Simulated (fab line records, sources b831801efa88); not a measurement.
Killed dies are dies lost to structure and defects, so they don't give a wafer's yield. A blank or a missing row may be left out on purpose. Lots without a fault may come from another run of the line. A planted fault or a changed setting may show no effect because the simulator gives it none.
A struck lot beside a sound one | flow sky130 | 15 steps out of a route of 708
Sound: wafers L413.3, L413.4, L413.6. Struck: wafers L433.2, L433.5, L433.6. The cause comes at the end.
At each step with rows: each side's tool, then ch and its chambers, then its first start. Under that, the readings that differ: sound wafers | struck wafers | difference of the means | sigmas: that difference in standard deviations of wafers without a fault.
alike: readings whose means differ by less than 2 such deviations, and words and numbers that are the same on both sides. not compared: withheld readings, readings that some wafer has no value for, bounds like >300 that may hide the same value, and numbers for which the record gives no deviation and whose values overlap.
The two part at a step that has a row with sigmas, a row that says differs or no value, or rows on one side only. Numbers that don't overlap but have no deviation are shown without sigmas and don't part them. A reading that every wafer of one side lacks parts them only if that side has two wafers or more.

first, 4 steps without rows for these wafers: SKY_LDD_N_IMPLANT_12; SKY_LDD_N_IMPLANT_13; SKY_LDD_N_IMPLANT_14; SKY_LDD_N_IMPLANT_15.
SKY_LDD_N_STRIP_16: strips in O2/N2.
  sound on plasma_asher-03 ch 0,1, day 18 08:07; struck on plasma_asher-02 ch 0,1, day 25 22:46
  alike: drypump_motor_current_A, oes_product_au, strip_time_to_endpoint_s
  not compared: rf_hours_counter_h
SKY_LDD_N_TW_MEAS_17:
  sound on film_metro-03, day 18 08:12; struck on film_metro-01, day 25 22:53
  reading  | sound          | struck         | difference | sigmas
  LDD_N_TW | 2612 2613 2620 | 2494 2494 2499 | -119       | -2
then, 6 steps without rows for these wafers: SKY_LDD_P_DEHYDRATE_00 (time 60 s); SKY_LDD_P_HMDS_01 (prime time 60 s); SKY_LDD_P_COAT_02 (resist thk 1140 nm); SKY_LDD_P_SOFTBAKE_03 (time 60 s); SKY_LDD_P_EXPOSE_04 (exposes mask PSDM, target cd 380 nm); SKY_LDD_P_PEB_05.
SKY_LDD_P_DEVELOP_06: develop time 60 s.
  sound on litho_track-03 ch 0, day 19 14:56; struck on litho_track-03 ch 0, day 27 02:58
  reading              | sound             | struck            | difference | sigmas
  developer_temp_C (C) | 23.00 22.99 22.97 | 22.31 22.24 22.28 | -0.71      | -8
  alike: chill_plate_temp_C
SKY_LDD_P_CD_MEAS_07: target cd 380 nm.
  sound on cd_sem-02, day 19 15:05; struck on cd_sem-02, day 27 03:07
  alike: cd_nm
-- the record jumps here: 24 days lie between the struck wafers' starts before and after (it left off in module LDD_P and takes up again in module PAD_OPEN, whose first step shown is number 708 of the route) --
SKY_PAD_OPEN_PROBE_99:
  sound on prober-01, day 46 02:16; struck on prober-01, day 50 22:25
  alike: killed_at_M0_to_M3, killed_at_M4_up, killed_at_contacts, killed_at_front_end, killed_at_other, killed_dies, killed_open, killed_short

WHERE THEY PART
First at SKY_LDD_N_TW_MEAS_17; last, within this record, at SKY_LDD_P_DEVELOP_06. Later steps at which nothing parts them and some readings are alike: SKY_LDD_P_CD_MEAS_07, SKY_PAD_OPEN_PROBE_99.

WHY: what the simulator had put in
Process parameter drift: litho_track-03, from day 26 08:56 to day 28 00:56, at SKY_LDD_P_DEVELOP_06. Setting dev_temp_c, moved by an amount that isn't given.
